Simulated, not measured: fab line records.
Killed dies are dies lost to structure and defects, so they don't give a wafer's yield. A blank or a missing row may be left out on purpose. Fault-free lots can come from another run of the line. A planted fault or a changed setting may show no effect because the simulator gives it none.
What tool caused it?	flow sky130	15 lots, 45 wafers sampled, at 6 steps of a route of 708

## WHAT EACH GAUGE READ, for each wafer
SKY_CONTACT_THK_MEAS_01.
lot	measured	on	CONTACT_CVD_00_THK (nm)
L209	day 30 04:23	film metro-01	76.3 76.6 76.4
L210	day 30 14:43	film metro-01	74.9 75.5 76.7
L211	day 30 18:19	film metro-03	75.0 75.9 75.4
L213	day 31 17:55	film metro-04	74.2 76.0 76.0
L214	day 31 19:12	film metro-04	73.6 74.3 75.5
L217	day 33 01:36	film metro-03	77.2 76.6 76.9
L219	day 33 17:34	film metro-03	74.2 75.5 75.8
L221	day 34 12:56	film metro-01	74.7 74.5 75.1
L222	day 35 00:04	film metro-01	75.9 76.3 76.5
L224	day 35 05:18	film metro-01	73.2 74.3 75.1
L226	day 36 01:06	film metro-04	74.9 74.6 75.9
L228	day 36 10:11	film metro-04	74.8 75.6 75.4
L229	day 36 16:41	film metro-04	75.2 75.0 75.6
L231	day 37 06:04	film metro-01	73.0 75.3 74.8
L232	day 37 13:52	film metro-01	75.7 75.3 75.9

SKY_CONTACT_CD_MEAS_14 targets a cd of 170 nm.
lot	measured	on	cd nm (nm)
L209	day 31 08:20	cd sem-01	170.9 169.9 170.0
L210	day 31 18:16	cd sem-01	175.5 175.0 174.1
L211	day 31 22:16	cd sem-02	166.9 168.2 166.8
L213	day 32 21:14	cd sem-01	169.2 170.7 170.1
L214	day 32 22:31	cd sem-01	172.2 172.9 171.7
L217	day 34 04:29	cd sem-02	171.9 170.9 170.5
L219	day 34 20:32	cd sem-01	166.8 168.0 167.3
L221	day 35 15:50	cd sem-02	169.0 170.3 169.8
L222	day 36 03:22	cd sem-02	170.8 169.6 170.3
L224	day 36 07:40	cd sem-02	169.1 171.9 171.2
L226	day 37 03:34	cd sem-01	169.8 170.4 171.0
L228	day 37 12:40	cd sem-02	170.9 170.4 167.7
L229	day 37 20:20	cd sem-01	172.0 171.8 171.2
L231	day 38 08:50	cd sem-02	170.8 170.0 170.4
L232	day 38 16:56	cd sem-01	171.5 169.1 169.7

SKY_METAL1_RS_MEAS_05: measurement is done with a four-point probe.
lot	measured	on	METAL1_ALCU_RS (ohm/sq)
L209	day 31 10:04	film metro-02	0.1246 0.1275 0.1276
L210	day 31 19:56	film metro-04	0.1250 0.1260 0.1247
L211	day 31 23:56	film metro-02	0.1274 0.1253 0.1258
L213	day 32 22:55	film metro-03	0.1267 0.1256 0.1240
L214	day 33 00:11	film metro-04	0.1270 0.1237 0.1270
L217	day 34 06:09	film metro-04	0.1248 0.1235 0.1243
L219	day 34 22:13	film metro-04	0.1291 0.1268 0.1286
L221	day 35 17:33	film metro-03	0.1236 0.1247 0.1241
L222	day 36 05:02	film metro-02	0.1260 0.1259 0.1262
L224	day 36 09:20	film metro-02	0.1245 0.1227 0.1238
L226	day 37 05:22	film metro-04	0.1248 0.0824 0.1274 0.1249 0.0823 0.1269
L228	day 37 14:33	film metro-02	0.1252 0.1259 0.0812 0.1250 0.1260 0.0809
L229	day 37 22:03	film metro-04	0.0825 0.1276 0.0822 0.0827 0.1276 0.0823
L231	day 38 10:31	film metro-02	0.1254 0.1252 0.1254
L232	day 38 18:36	film metro-03	0.1255 0.1250 0.1260

SKY_METAL1_THK_MEAS_06: measures by xrf.
lot	measured	on	METAL1_ALCU_THK (nm)
L209	day 31 10:10	film metro-02	249 243 243
L210	day 31 20:04	film metro-04	251 249 252
L211	day 32 00:03	film metro-02	245 248 246
L213	day 32 23:01	film metro-03	251 254 253
L214	day 33 00:18	film metro-04	247 255 246
L217	day 34 06:14	film metro-04	252 255 251
L219	day 34 22:19	film metro-04	243 247 245
L221	day 35 17:40	film metro-03	257 254 254
L222	day 36 05:08	film metro-02	248 247 246
L224	day 36 09:27	film metro-02	248 252 251
L226	day 37 07:16	film metro-04	251 377 246 250 378 246
L228	day 37 17:21	film metro-02	249 247 381 249 248 377
L229	day 38 03:26	film metro-04	376 245 376 375 246 378
L231	day 38 10:38	film metro-02	246 248 246
L232	day 38 18:43	film metro-03	251 253 250

## WHAT TOOL EACH LOT RAN ON (gives the tool, then ch and the chambers of the sampled wafers, and finally the start)
lot	SKY_CONTACT_SPUTTER_23	SKY_METAL1_SPUTTER_02
L209	pvd sputter-04, day 31 09:15	pvd sputter-02, day 31 09:57
L210	pvd sputter-04, day 31 19:09	pvd sputter-01, day 31 19:51
L211	pvd sputter-04, day 31 23:08	pvd sputter-01, day 31 23:50
L213	pvd sputter-02, day 32 22:05	pvd sputter-04, day 32 22:47
L214	pvd sputter-03, day 32 23:23	pvd sputter-02, day 33 00:05
L217	pvd sputter-04, day 34 05:18	pvd sputter-02, day 34 06:01
L219	pvd sputter-02, day 34 21:24	pvd sputter-01, day 34 22:06
L221	pvd sputter-04, day 35 16:44	pvd sputter-01, day 35 17:26
L222	pvd sputter-03, day 36 04:11	pvd sputter-02, day 36 04:53
L224	pvd sputter-04, day 36 08:32	pvd sputter-02, day 36 09:14
L226	pvd sputter-03, day 37 04:35	pvd sputter-02, day 37 05:17
L228	pvd sputter-04, day 37 13:30	pvd sputter-02, day 37 14:25
L229	pvd sputter-04, day 37 21:14	pvd sputter-02, day 37 21:56
L231	pvd sputter-02, day 38 09:42	pvd sputter-01, day 38 10:24
L232	pvd sputter-03, day 38 17:49	pvd sputter-04, day 38 18:31
- SKY_CONTACT_SPUTTER_23: material TiN, target thk 20 nm, time 80 s.
- SKY_METAL1_SPUTTER_02: material AlCu, target thk 250 nm, time 13.3 s.

## AS READ BY THE TOOLS THEMSELVES (means over the sampled wafers that have a number; for cases with no such wafer, the mark the record gives instead)
SKY_CONTACT_SPUTTER_23.
lot	tool	throttle valve pct (%)
L209	pvd sputter-04	30.0
L210	pvd sputter-04	30.0
L211	pvd sputter-04	30.1
L213	pvd sputter-02	31.5
L214	pvd sputter-03	29.4
L217	pvd sputter-04	30.4
L219	pvd sputter-02	31.7
L221	pvd sputter-04	30.0
L222	pvd sputter-03	29.6
L224	pvd sputter-04	30.3
L226	pvd sputter-03	29.9
L228	pvd sputter-04	30.0
L229	pvd sputter-04	30.0
L231	pvd sputter-02	30.1
L232	pvd sputter-03	30.1

SKY_METAL1_SPUTTER_02.
lot	tool	throttle valve pct (%)
L209	pvd sputter-02	31.5
L210	pvd sputter-01	30.8
L211	pvd sputter-01	30.1
L213	pvd sputter-04	30.1
L214	pvd sputter-02	31.6
L217	pvd sputter-02	30.7
L219	pvd sputter-01	30.1
L221	pvd sputter-01	30.2
L222	pvd sputter-02	29.7
L224	pvd sputter-02	31.0
L226	pvd sputter-02	31.0
L228	pvd sputter-02	31.4
L229	pvd sputter-02	30.7
L231	pvd sputter-01	30.2
L232	pvd sputter-04	30.3

## THE ANSWER, worked out from the rows above alone
Rule: usual is defined by the lots themselves. The widest of any qualifying gaps counts: lots, ordered by their means at a reading, are off when they make up no more than a third of the lots, leave a main group of 4 or more, and stand apart from it by 3 or more times the standard deviation of that group's means. Not used: any main group whose means are identical at the precision the tables above print for the reading. Also off: a lot with no number at a reading for which 4 or more lots have one. Any other lot the step has rows for is counted as sound. The gauges are gone through in route order, then the tools' own readings, and for those a lot's mean is taken as printed above. The first step at which some lot is off is used, and at that step the reading that is off furthest; a lot without a number counts as furthest.
Off: at SKY_METAL1_RS_MEAS_05 (METAL1_ALCU_RS), L226, L228, L229. The main group: mean 0.1255 ohm/sq, standard deviation 0.0012.
A tool fits if, at a process step before that reading, it ran every lot that is off, and no sound lot after the first of them. Those tools and the gauges at SKY_METAL1_RS_MEAS_05 are tried in the same way. One fits: pvd sputter-02 at SKY_METAL1_SPUTTER_02. A fault onset in the window from L224 (day 36 09:14, its last sound lot) to L226 (day 37 05:17, its first lot off) fits.

## WHAT HAD BEEN PUT IN BY THE SIMULATOR
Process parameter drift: pvd sputter-02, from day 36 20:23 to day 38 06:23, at SKY_METAL1_SPUTTER_02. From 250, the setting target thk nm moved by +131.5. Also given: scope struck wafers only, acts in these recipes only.
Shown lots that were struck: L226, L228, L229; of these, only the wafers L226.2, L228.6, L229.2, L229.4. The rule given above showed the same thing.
